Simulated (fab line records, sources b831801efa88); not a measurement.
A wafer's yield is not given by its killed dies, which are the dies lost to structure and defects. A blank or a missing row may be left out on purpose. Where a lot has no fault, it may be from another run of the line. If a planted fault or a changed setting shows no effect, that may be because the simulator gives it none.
8D (eight disciplines) problem report, filled in by code -- flow gf180mcu -- the parts of the form that need people (team, actions taken, sign-off) are left out

## 1. WHAT WENT WRONG
Wafers free of any fault read 841 nm (standard deviation 10) for V2_CVD_02_THK at GF_V2_THK_MEAS_03, against a mean of 598 nm on 6 wafers of 2 lots. Relative to the usual mean, that is a shift of -24 standard deviations.
First seen on wafer L190.2, day 26 04:44, on film_metro-04. The record has a number at this step for 42 wafers belonging to 14 lots. Rule for "out", or "out of limits": more than 4 standard deviations from the usual mean. The other wafers with a number count as sound.

## 2. WHAT THIS IS AND IS NOT
question,is,is not
which readings at this step,V2_CVD_02_THK,-
which lots,"L190, L192","L171, L172, L174, L176, L178, L180, L181, L182, L183, L187, L188, L194"
which wafers of those lots,all that have a number,-
read on which gauges,"film_metro-01, film_metro-04",film_metro-03
when,from day 26 04:44,"up to then (30 sound wafers); but 6 sound wafers of L188, L194 came after"

## 3. SUSPECTS, AND WHAT RULES EACH OUT
Counting: a tool stays on the suspect list if, at a process step up to the reading, it processed all lots that are out and no sound lot following the first of them.
- the gauge at GF_V2_THK_MEAS_03: ruled out. The wafers that are out were read on 2 gauges (film_metro-01, film_metro-04).
- pecvd-03 at GF_V2_CVD_02 (deposits SiO2 from TEOS, target thk 850 nm, time 94.851 s): kept. It ran every lot that is out, first L190 (day 26 04:39), and no sound lot after that; its last sound lot up to then is L183 (day 23 16:26).
Remaining after the count: pecvd-03 at GF_V2_CVD_02.

## 4. THE CAUSE (what the simulator had put in)
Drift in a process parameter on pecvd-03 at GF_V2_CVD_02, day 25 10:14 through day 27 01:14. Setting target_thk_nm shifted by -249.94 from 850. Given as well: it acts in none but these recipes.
Only this tool survived the counting.

## 5. THE CHAIN OF EFFECTS, in route order
Each row: a reading where the mean over the struck wafers with a number is more than 3 standard deviations away from the usual. Only readings for which the record gives a usual standard deviation are gone through. hours: the time from each lot's start at the first step in this table that gives one to its start at this step, as a median over the lots. sigmas: the change in usual standard deviations.
hours,step,reading,usual,on struck wafers,change,sigmas
0,GF_V2_THK_MEAS_03,V2_CVD_02_THK,841 nm,598,-243,-24
-,GF_V2_ETCH_17,oes_product_au,0.856 a.u.,0.829,-0.027,-6.5
Its process steps:
- GF_V2_ETCH_17: etches SiO2 in C4F8/O2/Ar, stops on TiN, target depth 630 nm.

## 6. WHAT WOULD HAVE CAUGHT IT SOONER
18 hours passed between the start of the fault at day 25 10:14 and the first reading out of limits at a measuring or inspecting step in this record, taken at day 26 04:44.
No tool reading at GF_V2_CVD_02 that has a usual standard deviation in the record was out on any struck wafer, so an alarm limit of 4 standard deviations on those readings would not have fired.
Of the lots that are out (2), L192 began GF_V2_CVD_02 on pecvd-03 after day 26 04:44. Had the tool been put on hold then, it would have been spared.
